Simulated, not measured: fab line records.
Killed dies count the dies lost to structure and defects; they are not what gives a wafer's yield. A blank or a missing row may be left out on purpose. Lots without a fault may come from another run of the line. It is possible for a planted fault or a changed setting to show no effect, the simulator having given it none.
Comparing a struck lot with a sound one / flow gf180mcu / 21 out of 602 route steps
Sound: the wafers L749.1, L749.4, L749.5. The struck wafers were L759.2, L759.3, L759.4. The cause is given at the end.
Each step with rows lists, per side, the tool, then ch with its chambers, then its first start. Under that, the readings that differ: sound wafers / struck wafers / difference of the means / sigmas: that difference in standard deviations of wafers without a fault.
alike: a reading whose means differ by less than 2 such deviations, as well as words and numbers matching on both sides. not compared: withheld readings; readings where some wafer has no value; bounds like >300 that might hide an equal value; numbers whose values overlap and for which the record gives no deviation.
Wherever a step has rows on one side only, a row that says differs or no value, or a row with sigmas, the two part there. Non-overlapping numbers with no deviation appear without sigmas and do not part them. A reading missing from all wafers of one side parts the sides only when that side holds two or more wafers.

GF_MIM_SPUTTER_02: material AlCu, target thk 450 nm, time 23.9 s.
  sound on pvd sputter-02, day 27 06:43; struck on pvd sputter-02, day 30 01:07
  alike: throttle valve pct
then, 1 step without rows for these wafers: GF_MIM_SPUTTER_03 (material Ti, target thk 10 nm, time 6.7 s).
GF_MIM_SPUTTER_04: material TiN, target thk 50 nm, time 41.7 s.
  sound on pvd sputter-02, day 27 06:46; struck on pvd sputter-02, day 30 01:10
  alike: throttle valve pct
GF_MIM_CVD_05: deposits Si3N4, target thk 42 nm, time 29.086 s.
  sound on pecvd-03 ch 0,1, day 27 06:48; struck on pecvd-01 ch 0,1,2, day 30 01:12
reading=heater power w (W); sound=686 782 702; struck=652 555 543; difference=-140; sigmas=-2
  alike: rf fwd power W, temp max c
GF_MIM_THK_MEAS_06:
  sound on film metro-02, day 27 06:51; struck on film metro-02, day 30 01:14
  alike: MIM_CVD_05_THK
then, 1 step without rows for these wafers: GF_MIM_SPUTTER_07 (material TiN, target thk 60 nm, time 50 s).
GF_MIM_SPUTTER_08: material AlCu, target thk 200 nm, time 10.6 s.
  sound on pvd sputter-02, day 27 06:57; struck on pvd sputter-01, day 30 01:23
  alike: throttle valve pct
GF_MIM_SPUTTER_09: material TiN, target thk 35 nm, time 29.2 s.
  sound on pvd sputter-02, day 27 06:58; struck on pvd sputter-01, day 30 01:26
  alike: throttle valve pct
GF_MIM_RS_MEAS_10: uses a four-point probe to measure.
  sound on film metro-04, day 27 07:01; struck on film metro-03, day 30 01:31
  alike: MIM_ALCU_RS
GF_MIM_THK_MEAS_11: measures by xrf.
  sound on film metro-04, day 27 07:08; struck on film metro-03, day 30 01:37
  alike: MIM_ALCU_THK
then, 2 steps without rows for these wafers: GF_MIM_DEHYDRATE_12 (time 60 s); GF_MIM_HMDS_13 (prime time 60 s).
GF_MIM_COAT_14: resist thk 1000 nm.
  sound on litho track-02 ch 0, day 27 16:07; struck on litho track-02 ch 0, day 30 10:32
reading=spin speed rpm (rpm); sound=3000.5 3001.7 3002.0; struck=3066.5 3061.4 3063.1; difference=+62.3; sigmas=+28
reading=model.NOVOLAK_of_MIM_COAT_14.thk nm (nm); sound=1004 1004 1003; struck=993.4 995.5 991.1; difference=-10.3; sigmas=
  alike: resist line temp C
then, 4 steps without rows for these wafers: GF_MIM_SOFTBAKE_15 (time 60 s); GF_MIM_EXPOSE_16 (exposes mask FuseTop, target cd 2000 nm); GF_MIM_PEB_17; GF_MIM_DEVELOP_18 (develop time 60 s).
GF_MIM_METAL_ETCH_19: etches the open film in Cl2/BCl3, stops on Si3N4, target depth 324.5 nm, time 54.1 s.
  sound on rie metal-01 ch 0,1, day 28 02:10; struck on rie metal-03 ch 0,1, day 30 19:46
reading=drypump motor current A (A); sound=5.8 5.8 5.8; struck=6.7 6.7 5.9; difference=+0.6; sigmas=+2
reading=model.NOVOLAK_of_MIM_COAT_14.thk nm (nm); sound=870.7 872.6 869.3; struck=859.1 860.9 859; difference=-11.2; sigmas=
  alike: he backside leak sccm, oes product au, rf fwd power W, throttle valve pct
  not compared: rf hours counter h
GF_MIM_STRIP_20: strips in O2/N2.
  sound on plasma asher-03 ch 0,1, day 28 02:14; struck on plasma asher-02 ch 0,1, day 30 19:50
reading=strip time to endpoint s (s); sound=11.22 11.25 11.20; struck=11.09 11.12 11.08; difference=-0.13; sigmas=-3
  alike: drypump motor current A, heater power w, oes product au
  not compared: rf hours counter h
then, 2 steps without rows for these wafers: GF_MIM_STRIP_21 (strips in post etch residue remover, time 1200 s); GF_PASSIVATION_PROBE_99.

## WHERE THEY PART
At GF_MIM_CVD_05 first; at GF_MIM_STRIP_20 last (within this record only).

WHY: whatever the simulator had introduced
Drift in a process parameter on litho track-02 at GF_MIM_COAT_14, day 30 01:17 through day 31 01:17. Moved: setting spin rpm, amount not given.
